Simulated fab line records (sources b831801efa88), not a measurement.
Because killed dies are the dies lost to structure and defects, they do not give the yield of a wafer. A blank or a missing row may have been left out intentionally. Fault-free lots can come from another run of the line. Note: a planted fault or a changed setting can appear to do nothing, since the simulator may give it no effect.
The tool behind it: which one?    flow gf180mcu    6 lots, 18 wafers sampled, at 2 steps of a route of 602

WHAT EACH GAUGE READ, for each wafer
GF_VT_IMPLANT_OVL_MEAS_18.
lot   measured      on          VT_IMPLANT_01_OVL (nm)
L604  day 6 09:58   overlay-02  -1.1 -0.3 0.3
L607  day 7 07:39   overlay-01  1.9 0.9 3.3
L610  day 8 04:08   overlay-02  2.0 1.7 1.2
L616  day 9 18:59   overlay-01  3.2 3.9 2.6
L618  day 10 06:01  overlay-01  0.5 0.8 2.0
L623  day 11 13:37  overlay-02  2.6 3.4 3.5

WHICH TOOL RAN EACH LOT (tool, then ch and the chambers of the sampled wafers, then the start)
lot   GF_VT_IMPLANT_EXPOSE_15
L604  iline-stepper-01 ch 0, day 6 02:52
L607  iline-stepper-02 ch 0, day 7 00:24
L610  iline-stepper-02 ch 0, day 7 19:57
L616  iline-stepper-01 ch 0, day 9 10:35
L618  iline-stepper-02 ch 0, day 9 21:38
L623  iline-stepper-02 ch 0, day 11 04:20
- GF_VT_IMPLANT_EXPOSE_15: exposes mask Nwell LV AREA, target cd 860 nm.

THE ANSWER, worked out from the rows above alone
Rule: what is usual is taken from the lots themselves. The widest of any qualifying gaps counts: lots, ordered by their means at a reading, are off when they make up no more than a third of the lots, leave a main group of 4 or more, and stand apart from it by 3 or more times the standard deviation of that group's means. A main group whose means are all the same, to the digits that the tables above print for the reading, isn't used. Also off: a lot with no number at a reading for which 4 or more lots have one. Any other lot the step has rows for is counted as sound.
No lot is off at any reading shown: from this, nothing can be told.

WHAT THE SIMULATOR PUT IN
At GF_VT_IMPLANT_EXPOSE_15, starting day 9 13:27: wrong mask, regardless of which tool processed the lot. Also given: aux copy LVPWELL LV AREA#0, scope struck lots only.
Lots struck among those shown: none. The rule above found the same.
